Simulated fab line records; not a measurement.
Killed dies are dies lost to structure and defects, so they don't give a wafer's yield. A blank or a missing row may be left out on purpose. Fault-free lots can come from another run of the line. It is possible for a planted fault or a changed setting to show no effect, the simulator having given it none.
Which of the tools did it? || flow gf180mcu || 6 lots, 18 wafers sampled, at 4 steps of a route of 602

== WHAT EACH GAUGE READ, for each wafer ==
GF_NSD_TW_MEAS_12.
{"lot": "L619", "measured": "day 14 11:42", "on": "film-metro-01", "NSD_TW": "4310 4300 4310"}
{"lot": "L622", "measured": "day 15 12:43", "on": "film-metro-04", "NSD_TW": "4218 4232 4214"}
{"lot": "L625", "measured": "day 16 16:21", "on": "film-metro-01", "NSD_TW": "4306 4292 4286"}
{"lot": "L631", "measured": "day 18 16:17", "on": "film-metro-04", "NSD_TW": "4181 4177 4183"}
{"lot": "L633", "measured": "day 19 07:03", "on": "film-metro-04", "NSD_TW": "4236 4248 4236"}
{"lot": "L639", "measured": "day 21 10:33", "on": "film-metro-03", "NSD_TW": "4229 4213 4208"}

== WHICH TOOL RAN EACH LOT (tool, then ch and the chambers of the sampled wafers, then the start) ==
{"lot": "L619", "GF_POLY_GATE_STRIP_14": "plasma-asher-02 ch 0,1, day 10 04:16", "GF_NSD_IMPLANT_09": "implanter-02 ch 0, day 14 11:18", "GF_NSD_STRIP_11": "plasma-asher-04 ch 0,1, day 14 11:36"}
{"lot": "L622", "GF_POLY_GATE_STRIP_14": "plasma-asher-03 ch 0,1, day 11 03:10", "GF_NSD_IMPLANT_09": "implanter-04 ch 0, day 15 12:21", "GF_NSD_STRIP_11": "plasma-asher-03 ch 0,1, day 15 12:37"}
{"lot": "L625", "GF_POLY_GATE_STRIP_14": "plasma-asher-02 ch 0,1, day 12 01:36", "GF_NSD_IMPLANT_09": "implanter-02 ch 0, day 16 15:59", "GF_NSD_STRIP_11": "plasma-asher-01 ch 0,1, day 16 16:16"}
{"lot": "L631", "GF_POLY_GATE_STRIP_14": "plasma-asher-01 ch 0,1, day 13 17:38", "GF_NSD_IMPLANT_09": "implanter-01 ch 0, day 18 15:54", "GF_NSD_STRIP_11": "plasma-asher-03 ch 0,1, day 18 16:11"}
{"lot": "L633", "GF_POLY_GATE_STRIP_14": "plasma-asher-02 ch 0,1, day 14 08:44", "GF_NSD_IMPLANT_09": "implanter-01 ch 0, day 19 06:39", "GF_NSD_STRIP_11": "plasma-asher-03 ch 0,1, day 19 06:57"}
{"lot": "L639", "GF_POLY_GATE_STRIP_14": "plasma-asher-01 ch 0,1, day 15 23:32", "GF_NSD_IMPLANT_09": "implanter-02 ch 0, day 21 10:09", "GF_NSD_STRIP_11": "plasma-asher-04 ch 0,1, day 21 10:27"}
- GF_POLY_GATE_STRIP_14: strips in O2/N2.
- GF_NSD_IMPLANT_09
- GF_NSD_STRIP_11: strips in O2/N2.

== THE ANSWER, worked out from the rows above alone ==
Rule: usual is defined by the lots themselves. Put in order of their means at a reading, lots are off if they are a third of the lots or fewer, leave a main group of 4 or more, and stand apart from it by a gap of 3 or more times the standard deviation of the main group's means; of several such gaps the widest counts. If all means in a main group match to the digits the tables above print for the reading, that group is not used. Also off: a lot with no number at a reading for which 4 or more lots have one. Any other lot the step has rows for is counted as sound.
Across all readings shown, no lot is off: no conclusion can be drawn from this.

== WHAT THE SIMULATOR HAD PUT IN ==
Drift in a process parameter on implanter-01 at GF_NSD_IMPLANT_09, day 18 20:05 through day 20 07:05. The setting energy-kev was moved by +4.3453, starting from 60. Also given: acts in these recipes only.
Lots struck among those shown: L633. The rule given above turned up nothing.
